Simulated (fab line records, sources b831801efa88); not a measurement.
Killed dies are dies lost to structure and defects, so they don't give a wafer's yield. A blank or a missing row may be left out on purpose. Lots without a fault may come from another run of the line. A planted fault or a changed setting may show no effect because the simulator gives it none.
A struck lot beside a sound one | flow sky130 | 16 steps out of a route of 708
Sound: wafers L996.1, L996.4, L996.6. Struck: wafer L983.1. (L983.2 of the same lot was not struck and is left out.) The cause comes at the end.
At each step with rows: each side's tool, then ch and its chambers, then its first start. Under that, the readings that differ: sound wafers | struck wafers | difference of the means | sigmas: that difference in standard deviations of wafers without a fault.
alike: readings whose means differ by less than 2 such deviations, and words and numbers that are the same on both sides. not compared: withheld readings, readings that some wafer has no value for, bounds like >300 that may hide the same value, and numbers for which the record gives no deviation and whose values overlap.
The two part at a step that has a row with sigmas, a row that says differs or no value, or rows on one side only. Numbers that don't overlap but have no deviation are shown without sigmas and don't part them. A reading that every wafer of one side lacks parts them only if that side has two wafers or more.

first, 8 steps without rows for these wafers: SKY_POLY_GATE_DEHYDRATE_05 (time 60 s); SKY_POLY_GATE_HMDS_06 (prime time 60 s); SKY_POLY_GATE_COAT_07 (resist thk 110 nm); SKY_POLY_GATE_COAT_08 (resist thk 450 nm); SKY_POLY_GATE_SOFTBAKE_09 (time 90 s); SKY_POLY_GATE_EXPOSE_10 (exposes mask P1M, target cd 150 nm); SKY_POLY_GATE_PEB_11; SKY_POLY_GATE_DEVELOP_12 (develop time 60 s).
SKY_POLY_GATE_CD_MEAS_13: target cd 150 nm.
  sound on cd_sem-02, day 23 00:14; struck on cd_sem-01, day 18 17:44
  alike: cd_nm
SKY_POLY_GATE_OVL_MEAS_14:
  sound on overlay-01, day 23 00:22; struck on overlay-02, day 18 17:52
  alike: POLY_GATE_OVL
SKY_POLY_GATE_ETCH_15: etches BARC in N2/H2, stops on SiO2, time 118.5 s, target depth 110 nm.
  sound on rie_diel-03 ch 0,2,3, day 23 00:24; struck on rie_diel-01 ch 1, day 18 17:54
  alike: drypump_motor_current_A, h2_flow_sccm, oes_product_au, throttle_valve_pct
  not compared: rf_hours_counter_h
SKY_POLY_GATE_ETCH_16: etches Si3N4 in CH3F/O2, stops on poly-Si, time 147.5 s, target depth 75 nm.
  sound on rie_diel-03 ch 0,2,3, day 23 00:29; struck on rie_diel-01 ch 1, day 18 17:59
  reading                | sound                | struck | difference | sigmas
  throttle_valve_pct (%) | 10.508 10.531 10.537 | 10.552 | +0.027     | +3
  alike: drypump_motor_current_A, oes_product_au
  not compared: rf_hours_counter_h
SKY_POLY_GATE_ETCH_17: etches poly-Si in HBr/Cl2, stops on SiO2, target depth 180 nm, time 70.5 s.
  sound on rie_si-02 ch 0,3, day 23 00:35; struck on rie_si-01 ch 2, day 18 18:05
  reading                                          | sound             | struck | difference | sigmas
  drypump_motor_current_A (A)                      | 5.4 5.6 5.6       | 6.3    | +0.8       | +2
  model.KrF-thick_of_POLY_GATE_COAT_08.thk_nm (nm) | 138.7 139 144     | 98.08  | -42.49     |
  model.SiO2_of_SONOS_ONO_CVD_04.thk_nm (nm)       | 4.285 4.305 4.338 | 2.752  | -1.557     |
  alike: oes_product_au, throttle_valve_pct
  not compared: rf_hours_counter_h
SKY_POLY_GATE_STRIP_18: strips in O2/N2.
  sound on plasma_asher-01 ch 0,1, day 23 00:38; struck on plasma_asher-01 ch 0, day 18 18:08
  reading                      | sound             | struck | difference | sigmas
  oes_product_au (a.u.)        | 0.361 0.362 0.361 | 0.348  | -0.013     | -3
  strip_time_to_endpoint_s (s) | 3.15 3.15 3.23    | 2.70   | -0.48      | -11
  alike: drypump_motor_current_A
  not compared: rf_hours_counter_h
then, 1 step without rows for these wafers: SKY_POLY_GATE_CLEAN_19 (cleans in SC1/SC2, time 150 s).
-- the record jumps here: 29 days lie between the struck wafers' starts before and after (it left off in module POLY_GATE and takes up again in module PAD_OPEN, whose first step shown is number 708 of the route) --
SKY_PAD_OPEN_PROBE_99:
  sound on prober-01, day 50 04:31; struck on prober-01, day 47 11:22
  reading                            | sound             | struck | difference | sigmas
  model.etest.tip_sonos.rs_ohm_sq    | 2635 2621 2647    | 2375   | -259       |
  model.etest.tip_n.rs_ohm_sq        | 440.3 436.1 438.4 | 432.4  | -5.9       |
  model.etest.res_pdiff_hv.rs_ohm_sq | 195 193.9 194.9   | 183.1  | -11.5      |
  alike: killed_at_M0_to_M3, killed_at_M4_up, killed_at_contacts, killed_at_front_end, killed_at_other, killed_dies, killed_open, killed_short

WHERE THEY PART
First at SKY_POLY_GATE_ETCH_16; last, within this record, at SKY_POLY_GATE_STRIP_18. Later steps at which nothing parts them and some readings are alike: SKY_PAD_OPEN_PROBE_99.

WHY: what the simulator had put in
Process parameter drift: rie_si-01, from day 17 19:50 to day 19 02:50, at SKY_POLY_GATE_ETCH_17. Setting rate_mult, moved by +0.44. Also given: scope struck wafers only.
